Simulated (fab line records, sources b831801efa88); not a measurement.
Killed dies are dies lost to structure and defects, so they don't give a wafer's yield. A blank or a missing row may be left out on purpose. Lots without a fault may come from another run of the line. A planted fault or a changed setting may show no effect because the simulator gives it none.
Which tool did it? | flow sky130 | 10 lots, 30 wafers sampled, at 5 steps of a route of 708

WHAT THE GAUGES READ, wafer by wafer
SKY_CAP2M_THK_MEAS_01.
lot  | measured     | on            | CAP2M_CVD_00_THK (nm)
L261 | day 40 19:44 | film_metro-02 | 15.13 15.37 15.47
L265 | day 41 14:31 | film_metro-01 | 15.12 15.42 15.70
L268 | day 42 13:52 | film_metro-04 | 15.25 15.47 15.45
L269 | day 42 15:05 | film_metro-04 | 15.39 15.61 15.65
L271 | day 43 04:01 | film_metro-04 | 15.12 15.19 15.41
L272 | day 43 11:35 | film_metro-04 | 15.53 15.60 15.61
L279 | day 45 02:22 | film_metro-01 | 15.29 15.66 15.61
L281 | day 45 17:20 | film_metro-02 | 13.74 13.70 15.55
L282 | day 45 22:53 | film_metro-04 | 15.55 15.45 15.73
L283 | day 46 07:19 | film_metro-01 | 13.86 13.70 15.74

WHICH TOOL RAN EACH LOT (tool, then ch and the chambers of the sampled wafers, then the start)
lot  | SKY_METAL3_STRIP_19                  | SKY_VIA3_STRIP_16                    | SKY_METAL4_SPUTTER_01        | SKY_CAP2M_CVD_00
L261 | plasma_asher-03 ch 0,1, day 39 16:40 | plasma_asher-04 ch 0,1, day 40 17:58 | pvd_sputter-01, day 40 19:34 | pecvd-04 ch 0,1,2, day 40 19:41
L265 | plasma_asher-02 ch 0,1, day 40 11:25 | plasma_asher-04 ch 0,1, day 41 13:05 | pvd_sputter-04, day 41 14:20 | pecvd-04 ch 1,2, day 41 14:28
L268 | plasma_asher-04 ch 0, day 41 10:36   | plasma_asher-04 ch 0,1, day 42 12:23 | pvd_sputter-02, day 42 13:41 | pecvd-03 ch 1,2, day 42 13:50
L269 | plasma_asher-02 ch 0,1, day 41 12:21 | plasma_asher-03 ch 0,1, day 42 13:32 | pvd_sputter-02, day 42 14:56 | pecvd-02 ch 0,1,2, day 42 15:04
L271 | plasma_asher-02 ch 0,1, day 42 02:11 | plasma_asher-01 ch 1, day 43 02:34   | pvd_sputter-02, day 43 03:50 | pecvd-04 ch 0,2, day 43 03:59
L272 | plasma_asher-03 ch 0,1, day 42 09:26 | plasma_asher-01 ch 0,1, day 43 10:10 | pvd_sputter-01, day 43 11:24 | pecvd-03 ch 0,2, day 43 11:32
L279 | plasma_asher-03 ch 0,1, day 44 01:17 | plasma_asher-04 ch 0,1, day 45 00:55 | pvd_sputter-04, day 45 02:11 | pecvd-02 ch 0,2, day 45 02:19
L281 | plasma_asher-04 ch 0,1, day 44 15:51 | plasma_asher-04 ch 0,1, day 45 15:34 | pvd_sputter-02, day 45 17:11 | pecvd-02 ch 0,1, day 45 17:19
L282 | plasma_asher-04 ch 0,1, day 44 22:10 | plasma_asher-01 ch 0,1, day 45 21:28 | pvd_sputter-04, day 45 22:42 | pecvd-03 ch 0,1,2, day 45 22:50
L283 | plasma_asher-02 ch 0,1, day 45 05:45 | plasma_asher-03 ch 0,1, day 46 05:53 | pvd_sputter-02, day 46 07:10 | pecvd-02 ch 1,2, day 46 07:18
- SKY_METAL3_STRIP_19: strips in O2/N2.
- SKY_VIA3_STRIP_16: strips in O2/N2.
- SKY_METAL4_SPUTTER_01: material TiN, target thk 20 nm, time 16.7 s.
- SKY_CAP2M_CVD_00: deposits SiO2, target thk 15.5 nm.

WHAT THE TOOLS THEMSELVES READ (means of the sampled wafers that have a number; where no wafer has one, the mark that the record gives instead)
SKY_METAL3_STRIP_19.
lot  | tool            | drypump_motor_current_A (A) | oes_product_au (a.u.) | strip_time_to_endpoint_s (s)
L261 | plasma_asher-03 | 5.8                         | 0.497                 | 6.47
L265 | plasma_asher-02 | 6.0                         | 0.504                 | 6.54
L268 | plasma_asher-04 | 5.3                         | 0.501                 | 6.50
L269 | plasma_asher-02 | 5.6                         | 0.503                 | 6.60
L271 | plasma_asher-02 | 6.0                         | 0.506                 | 6.56
L272 | plasma_asher-03 | 5.9                         | 0.503                 | 6.54
L279 | plasma_asher-03 | 5.8                         | 0.498                 | 6.50
L281 | plasma_asher-04 | 5.5                         | 0.501                 | 6.53
L282 | plasma_asher-04 | 5.6                         | 0.505                 | 6.48
L283 | plasma_asher-02 | 5.6                         | 0.502                 | 6.55

SKY_VIA3_STRIP_16.
lot  | tool            | drypump_motor_current_A (A) | oes_product_au (a.u.) | strip_time_to_endpoint_s (s)
L261 | plasma_asher-04 | 5.42                        | 0.395                 | 4.083
L265 | plasma_asher-04 | 5.54                        | 0.402                 | 4.130
L268 | plasma_asher-04 | 5.43                        | 0.400                 | 4.129
L269 | plasma_asher-03 | 5.88                        | 0.400                 | 4.115
L271 | plasma_asher-01 | 5.73                        | 0.404                 | 4.137
L272 | plasma_asher-01 | 5.76                        | 0.406                 | 4.126
L279 | plasma_asher-04 | 5.52                        | 0.402                 | 4.123
L281 | plasma_asher-04 | 5.55                        | 0.403                 | 4.131
L282 | plasma_asher-01 | 5.75                        | 0.405                 | 4.128
L283 | plasma_asher-03 | 5.78                        | 0.401                 | 4.111

SKY_METAL4_SPUTTER_01.
lot  | tool           | throttle_valve_pct (%)
L261 | pvd_sputter-01 | 30.0
L265 | pvd_sputter-04 | 30.7
L268 | pvd_sputter-02 | 31.1
L269 | pvd_sputter-02 | 30.6
L271 | pvd_sputter-02 | 31.0
L272 | pvd_sputter-01 | 30.0
L279 | pvd_sputter-04 | 30.5
L281 | pvd_sputter-02 | 31.3
L282 | pvd_sputter-04 | 30.5
L283 | pvd_sputter-02 | 31.4

SKY_CAP2M_CVD_00.
lot  | tool     | heater_power_w (W)
L261 | pecvd-04 | 769
L265 | pecvd-04 | 864
L268 | pecvd-03 | 562
L269 | pecvd-02 | 725
L271 | pecvd-04 | 834
L272 | pecvd-03 | 632
L279 | pecvd-02 | 744
L281 | pecvd-02 | 655
L282 | pecvd-03 | 590
L283 | pecvd-02 | 670

THE ANSWER, worked out from the rows above alone
Rule: what is usual is taken from the lots themselves. Put in order of their means at a reading, lots are off if they are a third of the lots or fewer, leave a main group of 4 or more, and stand apart from it by a gap of 3 or more times the standard deviation of the main group's means; of several such gaps the widest counts. A main group whose means are all the same, to the digits that the tables above print for the reading, isn't used. A lot without any number at a reading at which 4 lots or more have one is off too. The other lots that the step has rows for count as sound. The gauges are gone through in route order, then the tools' own readings, and for those a lot's mean is taken as printed above. The first step at which some lot is off is used, and at that step the reading that is off furthest; a lot without a number counts as furthest.
Off: L281, L283, at SKY_CAP2M_THK_MEAS_01 (CAP2M_CVD_00_THK). The main group: mean 15.45 nm, standard deviation 0.12.
A tool fits if, at a process step before that reading, it ran every lot that is off, and no sound lot after the first of them. The gauges at SKY_CAP2M_THK_MEAS_01 are tried like those tools. Can't be told from this: 2 tools fit, pvd_sputter-02 at SKY_METAL4_SPUTTER_01, pecvd-02 at SKY_CAP2M_CVD_00.

WHAT THE SIMULATOR HAD PUT IN
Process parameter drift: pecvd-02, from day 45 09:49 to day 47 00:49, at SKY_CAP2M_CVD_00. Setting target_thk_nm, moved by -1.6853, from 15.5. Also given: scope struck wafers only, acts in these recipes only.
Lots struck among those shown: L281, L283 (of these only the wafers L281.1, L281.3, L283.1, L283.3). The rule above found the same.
